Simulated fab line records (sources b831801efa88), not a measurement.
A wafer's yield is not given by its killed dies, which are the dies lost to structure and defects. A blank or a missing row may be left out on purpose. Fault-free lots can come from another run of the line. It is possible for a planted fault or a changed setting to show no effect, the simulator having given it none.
What tool caused it? | flow gf180mcu | route of 602 steps, sampled at 1 step: 7 lots, 21 wafers

WHAT THE GAUGES SHOWED, per wafer
GF_M3_RS_MEAS_05: measurement is done with a four-point probe.
lot  | measured     | on           | M3_ALCU_RS (ohm/sq)
L881 | day 20 20:08 | filmMetro-03 | 0.0692 0.0688 0.0693
L885 | day 22 07:28 | filmMetro-02 | 0.0694 0.0692 0.0693
L887 | day 23 04:40 | filmMetro-02 | 0.0703 0.0696 0.0699
L892 | day 24 16:17 | filmMetro-03 | 0.0691 0.0694 0.0691
L894 | day 25 11:06 | filmMetro-02 | 0.0690 0.0687 0.0690
L898 | day 27 11:21 | filmMetro-04 | 0.0698 0.0690 0.0698
L903 | day 28 10:43 | filmMetro-03 | 0.0689 0.0691 0.0688

WHAT TOOL EACH LOT RAN ON (gives the tool, then ch and the chambers of the sampled wafers, and finally the start)
Before these readings, the record contains no process step.

THE ANSWER, worked out from the rows above alone
Rule: usual is defined by the lots themselves. Put in order of their means at a reading, lots are off if they are a third of the lots or fewer, leave a main group of 4 or more, and stand apart from it by a gap of 3 or more times the standard deviation of the main group's means; of several such gaps the widest counts. If all means in a main group match to the digits the tables above print for the reading, that group is not used. A lot without any number at a reading at which 4 lots or more have one is off too. All remaining lots with rows at the step are treated as sound.
None of the lots is off at any reading shown; this tells nothing.

WHAT THE SIMULATOR PUT IN
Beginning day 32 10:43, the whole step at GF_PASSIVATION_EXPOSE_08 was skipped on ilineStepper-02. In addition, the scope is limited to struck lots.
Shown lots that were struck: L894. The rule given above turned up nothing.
